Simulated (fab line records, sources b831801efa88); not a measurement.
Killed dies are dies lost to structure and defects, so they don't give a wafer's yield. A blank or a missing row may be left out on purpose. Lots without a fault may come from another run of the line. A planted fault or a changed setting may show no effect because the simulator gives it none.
fab line records | flow gf180mcu
record lots=15 wafers=45 last_day=34
route steps=602 shown VT_IMPLANT@127 M1@315 V1@340
lots that met no fault: from a run of the same line without faults
start_h: hours from the record's first day to the start of the lot's first wafer shown | wait_h: hours since the lot's step before | " the same as in the row above | L1.1+2: a row that stands for several wafers | - no value, or no start given | * or withheld: withheld | < > ~ a bound
route shown NAME@n: a module of which the file shows steps, and the number in the route of the first | usual: mean/standard deviation of fault-free wafers | same: alike in all rows | chamber/n: place in a boat | sites: the reading at each site | _std_site: their standard deviation | _edge_site: outer sites' mean less inner sites' | radius_mm: how far each site lies from the wafer's centre | mask NAME#n: copy n | behind: the tool/chamber that last shaped the wafer | hold: why the lot was held/for how many hours/how that ended | device: the transistor (n, p or np) that didn't switch | end of line: the same wafers' tests at the end of the route | a step without rows: its recipe alone | killed: dies lost to structure and defects at the first sort, not the wafer's yield | map: a wafer's dies, x killed, . not, _ none there
set.NAME: the setting as run; set.NAME@STEP: as run at that earlier step | model.NAME: the simulator's own value behind a step, which no gauge read
steps of the route over a sample of lots; a table a step, a row a wafer
services: from which hour (start_h, from the record's first day; less than 0 if before it) a tool's chamber was out of use, for how many hours, and why
## steps
# step GF_VT_IMPLANT_EXPOSE_37
# recipe mask_id=Nwell_HV_AREA target_cd_nm=860 na=0.6 source_shape=conventional sigma_outer=0.6 dose_mj=140
# usual exposure_dose_mJ_cm2=140.02/0.12 focus_offset_nm=-0.1/0.59
# columns lot.wafer tool chamber start_h wait_h mask exposure_dose_mJ_cm2 focus_offset_nm
L758.1 iline_stepper-02 0 150.42 - Nwell_HV_AREA#0 139.85 -0.7
L758.3 " 0 " " Nwell_HV_AREA#0 139.83 0.2
L758.5 " 0 " " Nwell_HV_AREA#0 139.89 -0.2
L761.2 iline_stepper-02 0 167.69 - Nwell_HV_AREA#0 140.06 0.3
L761.3 " 0 " " Nwell_HV_AREA#0 140.23 0.6
L761.4 " 0 " " Nwell_HV_AREA#0 140.15 -0.6
L762.1 iline_stepper-02 0 173.39 - Nwell_HV_AREA#0 140.05 -0.2
L762.3 " 0 " " Nwell_HV_AREA#0 140.05 -1.2
L762.6 " 0 " " Nwell_HV_AREA#0 140.07 -1.3
L764.2 iline_stepper-02 0 186.94 - Nwell_HV_AREA#0 140.17 -0.2
L764.3 " 0 " " Nwell_HV_AREA#0 139.98 -0.6
L764.4 " 0 " " Nwell_HV_AREA#0 140.04 -1.3
L766.1 iline_stepper-01 0 201.55 - Nwell_HV_AREA#0 139.98 0.5
L766.2 " 0 " " Nwell_HV_AREA#0 140.23 0.7
L766.3 " 0 " " Nwell_HV_AREA#0 140.00 0.5
L767.1 iline_stepper-02 0 206.55 - Nwell_HV_AREA#0 140.08 0.3
L767.3 " 0 " " Nwell_HV_AREA#0 140.00 0.1
L767.4 " 0 " " Nwell_HV_AREA#0 140.07 0.5
L768.3 iline_stepper-02 0 214.68 - Nwell_HV_AREA#0 139.83 -0.6
L768.5 " 0 " " Nwell_HV_AREA#0 140.02 0.4
L768.6 " 0 " " Nwell_HV_AREA#0 139.82 -0.6
L772.1 iline_stepper-01 0 242.32 - Nwell_HV_AREA#0 139.95 0.2
L772.2 " 0 " " Nwell_HV_AREA#0 140.05 0.3
L772.3 " 0 " " Nwell_HV_AREA#0 139.98 -0.7
L773.1 iline_stepper-01 0 247.42 - Nwell_HV_AREA#0 139.99 0.5
L773.5 " 0 " " Nwell_HV_AREA#0 140.05 0.4
L773.6 " 0 " " Nwell_HV_AREA#0 139.97 0.3
L774.1 iline_stepper-02 - 254.77 - Nwell_HV_AREA#0 - -
L774.3 " - " " Nwell_HV_AREA#0 - -
L774.5 " - " " Nwell_HV_AREA#0 - -
L775.1 iline_stepper-01 - 262.07 - Nwell_HV_AREA#0 - -
L775.3 " - " " Nwell_HV_AREA#0 - -
L775.6 " - " " Nwell_HV_AREA#0 - -
L776.4 iline_stepper-01 - 269.10 - Nwell_HV_AREA#0 - -
L776.5 " - " " Nwell_HV_AREA#0 - -
L776.6 " - " " Nwell_HV_AREA#0 - -
L779.4 iline_stepper-02 0 286.66 - Nwell_HV_AREA#0 139.78 -0.2
L779.5 " 0 " " Nwell_HV_AREA#0 139.92 0.0
L779.6 " 0 " " Nwell_HV_AREA#0 140.17 0.8
L780.1 iline_stepper-01 0 294.52 - Nwell_HV_AREA#0 139.96 0.8
L780.4 " 0 " " Nwell_HV_AREA#0 140.07 0.2
L780.5 " 0 " " Nwell_HV_AREA#0 139.94 1.4
L781.1 iline_stepper-01 0 305.09 - Nwell_HV_AREA#0 139.95 -0.3
L781.2 " 0 " " Nwell_HV_AREA#0 140.14 -0.7
L781.4 " 0 " " Nwell_HV_AREA#0 140.11 -0.6
# step GF_M1_SPUTTER_00
# recipe material=Ti target_thk_nm=37.5 arriving_ion_energy_ev=80 substrate_temp_c=200 chamber_pressure_pa=2 power_w=4000 time_s=150
# usual throttle_valve_pct=29.6/0.73
# columns lot.wafer tool chamber start_h wait_h throttle_valve_pct
L758.1 pvd_sputter-02 - 361.87 0.1 28.9
L758.3 " - " " 31.0
L758.5 " - " " 30.7
L761.2 pvd_sputter-02 - 383.53 0.1 29.0
L761.3 " - " " 29.2
L761.4 " - " " 30.3
L762.1 pvd_sputter-02 - 401.22 0.1 30.9
L762.3 " - " " 28.9
L762.6 " - " " 31.0
L764.2 pvd_sputter-03 - 412.74 0.2 28.9
L764.3 " - " " 29.0
L764.4 " - " " 30.1
L766.1 pvd_sputter-02 - 437.58 0.1 29.0
L766.2 " - " " 31.1
L766.3 " - " " 28.8
L767.1 pvd_sputter-03 - 439.22 0.2 29.4
L767.3 " - " " 28.5
L767.4 " - " " 28.8
L768.3 pvd_sputter-01 - 457.23 0.1 29.3
L768.5 " - " " 29.0
L768.6 " - " " 30.5
L772.1 pvd_sputter-02 - 485.60 0.1 30.1
L772.2 " - " " 30.9
L772.3 " - " " 29.1
L773.1 pvd_sputter-02 - 496.62 0.2 30.8
L773.5 " - " " 29.3
L773.6 " - " " 30.7
L779.4 pvd_sputter-02 - 539.73 0.2 30.9
L779.5 " - " " 30.2
L779.6 " - " " 31.1
L780.1 pvd_sputter-01 - 556.07 0.2 29.6
L780.4 " - " " 30.1
L780.5 " - " " 30.0
L781.1 pvd_sputter-03 - 560.37 0.2 30.3
L781.2 " - " " 29.4
L781.4 " - " " 28.6
# step GF_M1_OVL_MEAS_15
# usual M1_OVL=4/5.5
# columns lot.wafer tool chamber start_h wait_h M1_OVL[nm]
L758.1 overlay-01 - 384.56 0.1 -6
L758.3 " - " " -3
L758.5 " - " " -5
L761.2 overlay-02 - 407.79 0.1 11
L761.3 " - " " 11
L761.4 " - " " 6
L762.1 overlay-02 - 424.62 0.1 8
L762.3 " - " " 5
L762.6 " - " " 2
L764.2 overlay-01 - 437.02 0.1 9
L764.3 " - " " 9
L764.4 " - " " 8
L766.1 overlay-02 - 462.04 0.1 3
L766.2 " - " " 1
L766.3 " - " " 6
L767.1 overlay-01 - 463.94 0.1 0
L767.3 " - " " -1
L767.4 " - " " 1
L768.3 overlay-01 - 481.37 0.1 10
L768.5 " - " " 10
L768.6 " - " " 9
L772.1 overlay-01 - 509.61 0.1 14
L772.2 " - " " 12
L772.3 " - " " 14
L773.1 overlay-02 - 519.96 0.1 8
L773.5 " - " " 4
L773.6 " - " " 5
L779.4 overlay-01 - 561.74 0.1 13
L779.5 " - " " 5
L779.6 " - " " 11
L780.1 overlay-02 - 578.19 0.1 2
L780.4 " - " " 3
L780.5 " - " " 5
L781.1 overlay-02 - 582.19 0.1 9
L781.2 " - " " 4
L781.4 " - " " 9
# step GF_V1_BOW_MEAS_05
# recipe mode=bow
# usual V1_BOW=81/7.9
# columns lot.wafer tool chamber start_h wait_h V1_BOW[um]
L758.1 film_metro-02 - 385.82 0.2 90
L758.3 " - " " 88
L758.5 " - " " 80
L761.2 film_metro-04 - 409.11 0.1 70
L761.3 " - " " 84
L761.4 " - " " 86
L762.1 film_metro-03 - 426.23 0.1 74
L762.3 " - " " 86
L762.6 " - " " 81
L764.2 film_metro-03 - 438.30 0.2 82
L764.3 " - " " 73
L764.4 " - " " 105
L766.1 film_metro-02 - 463.30 0.1 75
L766.2 " - " " 75
L766.3 " - " " 74
L767.1 film_metro-02 - 465.20 0.2 80
L767.3 " - " " 84
L767.4 " - " " 94
L768.3 film_metro-03 - 482.72 0.2 79
L768.5 " - " " 81
L768.6 " - " " 74
L772.1 film_metro-02 - 510.87 0.2 89
L772.2 " - " " 84
L772.3 " - " " 78
L773.1 film_metro-04 - 521.26 0.2 77
L773.5 " - " " 78
L773.6 " - " " 74
L779.4 film_metro-03 - 563.23 0.3 87
L779.5 " - " " 83
L779.6 " - " " 94
L780.1 film_metro-04 - 579.53 0.1 82
L780.4 " - " " 89
L780.5 " - " " 81
L781.1 film_metro-02 - 583.52 0.2 73
L781.2 " - " " 76
L781.4 " - " " 74
## services
# columns tool chamber start_h hours kind
iline_stepper-02 - 147.92 1.7 pm
pvd_sputter-01 - 153.51 7.4 repair
pvd_sputter-01 - 218.60 2.0 repair
pvd_sputter-03 - 231.20 3.4 repair
iline_stepper-02 - 304.38 28.9 pm
iline_stepper-01 - 311.40 4.4 repair
iline_stepper-01 - 312.52 7.9 repair
iline_stepper-01 - 333.27 1.7 pm
iline_stepper-02 - 366.10 1.7 pm
pvd_sputter-02 - 393.13 2.4 repair
iline_stepper-01 - 413.81 2.1 pm
iline_stepper-01 - 415.89 - consumable_replace:lamp
pvd_sputter-03 - 454.13 4.7 repair
iline_stepper-02 - 474.06 2.1 pm
iline_stepper-02 - 476.14 - consumable_replace:lamp
iline_stepper-02 - 476.63 1.0 repair
pvd_sputter-03 - 480.73 2.1 repair
pvd_sputter-01 - 490.10 2.8 repair
iline_stepper-02 - 499.74 1.9 repair
pvd_sputter-03 - 507.21 5.4 repair
iline_stepper-01 - 547.56 1.7 pm
iline_stepper-01 - 556.37 3.2 repair
## key
first_sign step=GF_VT_IMPLANT_EXPOSE_37 reading=tool_record direction=missing
effect none on later readings
met_at GF_VT_IMPLANT_EXPOSE_37
struck_lots L774,L775,L776
later_rows_left_out L774.1,L774.3,L774.5,L775.1,L775.3,L775.6,L776.4,L776.5,L776.6
sort_left_out L774.1,L774.3,L774.5,L775.1,L775.3,L775.6,L776.4,L776.5,L776.6
tester_left_out L774,L775,L776
not_acting_at GF_M1_SPUTTER_00,GF_M1_OVL_MEAS_15,GF_V1_BOW_MEAS_05
onset_between 247.42 254.77
fault kind=skipped_step_whole tool=iline_stepper-01,iline_stepper-02 chamber=- onset_h=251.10 steps=GF_VT_IMPLANT_EXPOSE_37 scope=struck_lots_only
# tester_left_out: of these lots the tester's yield and bins aren't shown, on N5 and GAA mostly nor the transistor test; their killed dies are dies lost to structure and defects alone, not to doping, threshold or leakage, so they don't give the yield
# sort_left_out: the simulated sort isn't trusted on such a fault, so these wafers' sort isn't shown, and their yield isn't known
# later_rows_left_out: the simulator's readings of these wafers behind a module that went badly wrong aren't trusted and aren't shown, but for the sort
